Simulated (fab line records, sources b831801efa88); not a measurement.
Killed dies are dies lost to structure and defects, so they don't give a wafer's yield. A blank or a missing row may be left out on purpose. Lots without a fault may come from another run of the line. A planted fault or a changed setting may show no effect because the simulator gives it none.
Chamber matching | flow gf180mcu | GF_CONTACT_CMP_04 on cmp-01: 4 sister chambers
The step polishes SiO2. 4 wafers are shown with their chamber, then 10 later ones without.

WAFERS WITH THEIR CHAMBER
wafer  | chamber | motor_current_A (A)
L596.3 | 0       | 9.0
L597.2 | 1       | 11.9
L597.3 | 2       | 12.9
L597.6 | 3       | 9.7

WAFERS WITHOUT THEIR CHAMBER
wafer  | motor_current_A (A)
L600.2 | 9.6
L600.6 | 9.8
L601.4 | 11.4
L601.5 | 9.7
L602.2 | 13.2
L602.3 | 9.6
L602.4 | 9.8
L604.1 | 9.1
L604.3 | 9.4
L604.6 | 9.5

WHICH CHAMBER EACH WENT THROUGH
wafer  | from the rows above     | in truth
L600.2 | 3                       | 3
L600.6 | 3                       | 3
L601.4 | 1                       | 1
L601.5 | 3                       | 3
L602.2 | 2                       | 2
L602.3 | 3                       | 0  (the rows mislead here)
L602.4 | 3                       | 3
L604.1 | 0                       | 0
L604.3 | can't be placed: 3 or 0 | 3
L604.6 | can't be placed: 3 or 0 | 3
Placed correctly: 7 of 10. Can't be placed from these rows: 2 (the true chamber is among the candidates in 2). Placed wrongly: 1.
How it was worked out, from the rows above alone: a wafer's distance from a chamber is the root of the sum, over the readings, of the square of ((its reading less the chamber's mean) divided by the reading's scatter). The wafer belongs to the nearest chamber; if the next one is less than 2 further off, it can't be placed. A chamber's mean is the mean of its shown wafers. The scatter: with one shown wafer a chamber, the root of the mean of the squares of how far each hidden wafer lies from its nearest shown one.
